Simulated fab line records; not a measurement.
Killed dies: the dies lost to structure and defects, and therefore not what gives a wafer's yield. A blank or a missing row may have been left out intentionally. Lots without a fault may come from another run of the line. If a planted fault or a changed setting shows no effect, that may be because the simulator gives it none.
A struck lot beside a sound one | flow sky130 | 18 out of 708 route steps
Sound: these wafers, L108.1, L108.2, L108.6. Struck: wafer L100.2. (L100.3, L100.5 of the same lot were not struck and are left out.) The cause comes at the end.
Each step with rows lists, per side, the tool, then ch with its chambers, then its first start. Under that, the readings that differ: sound wafers | struck wafers | difference of the means | sigmas: that difference in standard deviations of wafers without a fault.
alike: words and numbers the same on both sides, and readings whose means are apart by under 2 such deviations; not compared: readings that were withheld, readings missing a value for some wafer, numbers with overlapping values and no deviation given by the record, and bounds like >300 which may hide the same value.
The two part at a step that has a row with sigmas, a row that says differs or no value, or rows on one side only. Non-overlapping numbers with no deviation appear without sigmas and do not part them. A reading that every wafer of one side lacks parts them only if that side has two wafers or more.

first, 1 step without rows for these wafers: SKY_FIELD_ISO_DEVELOP_12 (develop time 60 s).
SKY_FIELD_ISO_CD_MEAS_13: the cd target is 150 nm.
  sound on cd-sem-02, day 6 08:40; struck on cd-sem-01, day 4 15:20
  alike: cd-nm
SKY_FIELD_ISO_ETCH_14: etches BARC in N2/H2, stops on SiO2, time 45.9 s, target depth 60 nm.
  sound on rie-diel-02 ch 1,3, day 6 08:47; struck on rie-diel-04 ch 1, day 4 15:26
  reading                     | sound       | struck | difference | sigmas
  drypump-motor-current-A (A) | 5.3 5.3 5.3 | 6.3    | +1.0       | +2
  alike: oes-product-au, throttle-valve-pct
  not compared: rf-hours-counter-h
SKY_FIELD_ISO_ETCH_15: etches the open film in CHF3/O2, stops on Si, target depth 180 nm, time 72 s.
  sound on rie-diel-02 ch 1,3, day 6 08:50; struck on rie-diel-04 ch 1, day 4 15:29
  reading                     | sound             | struck | difference | sigmas
  drypump-motor-current-A (A) | 5.3 5.3 5.3       | 6.3    | +1.0       | +2
  throttle-valve-pct (%)      | 8.832 8.834 8.846 | 8.858  | +0.021     | +2
  alike: oes-product-au
  not compared: rf-hours-counter-h
SKY_FIELD_ISO_STRIP_16: strips in O2/N2.
  sound on plasma-asher-03 ch 0,1, day 6 08:53; struck on plasma-asher-01 ch 0, day 4 15:32
  alike: drypump-motor-current-A, oes-product-au, strip-time-to-endpoint-s
  not compared: rf-hours-counter-h
SKY_FIELD_ISO_ETCH_17: etches Si in HBr/Cl2/O2, target depth 342 nm, time 97.7 s.
  sound on rie-si-01 ch 0,1, day 6 08:59; struck on rie-si-01 ch 0, day 4 15:38
  alike: drypump-motor-current-A, oes-product-au, throttle-valve-pct
  not compared: rf-hours-counter-h
then, 5 steps without rows for these wafers: SKY_FIELD_ISO_WET_ETCH_18 (etches Si3N4 in H3PO4, target depth 25 nm, time 286 s); SKY_FIELD_ISO_CLEAN_19 (cleans in SC1/SC2, time 150 s); SKY_FIELD_ISO_CLEAN_20 (cleans in dHF, time 20 s); SKY_FIELD_ISO_WET_ETCH_21 (etches SiO2 in dHF, target depth 20 nm, time 400 s); SKY_FIELD_ISO_OXIDATION_22 (stabilise 600 s, purge 300 s, target thk 10 nm).
SKY_FIELD_ISO_THK_MEAS_23:
  sound on film-metro-03, day 6 11:59; struck on film-metro-01, day 4 17:54
  reading                         | sound          | struck | difference | sigmas
  FIELD_ISO_OXIDATION_01_THK (nm) | 9.78 9.89 9.87 | 10.26  | +0.41      | +3
SKY_FIELD_ISO_CVD_24: deposits SiO2, target thk 595 nm, time 99.2 s.
  sound on hdpcvd-01 ch 0,1, day 6 12:03; struck on hdpcvd-02 ch 2, day 4 17:57
  reading                                    | sound           | struck | difference | sigmas
  model.SiO2_of_FIELD_ISO_CVD_24.thk-nm (nm) | 599 586.6 597.8 | 1057   | +463       |
SKY_FIELD_ISO_THK_MEAS_25:
  sound on film-metro-01, day 6 12:07; struck on film-metro-03, day 4 18:02
  reading                   | sound       | struck | difference | sigmas
  FIELD_ISO_CVD_24_THK (nm) | 599 587 598 | 1058   | +463       | +65
then, 1 step without rows for these wafers: SKY_FIELD_ISO_ANNEAL_26 (time 1800 s).
SKY_FIELD_ISO_CMP_27: polishes, stops on Si3N4, t overpolish 16 s, target thk 457.8 nm.
  sound on cmp-01 ch 1,2, day 6 14:47; struck on cmp-02 ch 3, day 4 21:19
  reading                | sound       | struck | difference | sigmas
  time-to-endpoint-s (s) | 104 112 103 | 194    | +88        | +19
  alike: motor-current-A
then, 1 step without rows for these wafers: SKY_FIELD_ISO_WET_ETCH_28 (etches SiO2 in dHF, target depth 23.7 nm, time 47 s).
-- the record jumps here: 44 days lie between the struck wafers' starts before and after (it left off in module FIELD_ISO and takes up again in module PAD_OPEN, whose first step shown is number 708 of the route) --
SKY_PAD_OPEN_PROBE_99:
  sound on prober-01, day 50 03:23; struck on prober-01, day 48 17:16
  alike: killed_at_M0_to_M3, killed_at_M4_up, killed-at-contacts, killed-at-front-end, killed-at-other, killed-dies, killed-open, killed-short

WHERE THEY PART
Earliest at SKY_FIELD_ISO_ETCH_14; latest, in this record, at SKY_FIELD_ISO_CMP_27. Later steps at which nothing parts them and some readings are alike: SKY_PAD_OPEN_PROBE_99.

WHY: the cause the simulator had injected
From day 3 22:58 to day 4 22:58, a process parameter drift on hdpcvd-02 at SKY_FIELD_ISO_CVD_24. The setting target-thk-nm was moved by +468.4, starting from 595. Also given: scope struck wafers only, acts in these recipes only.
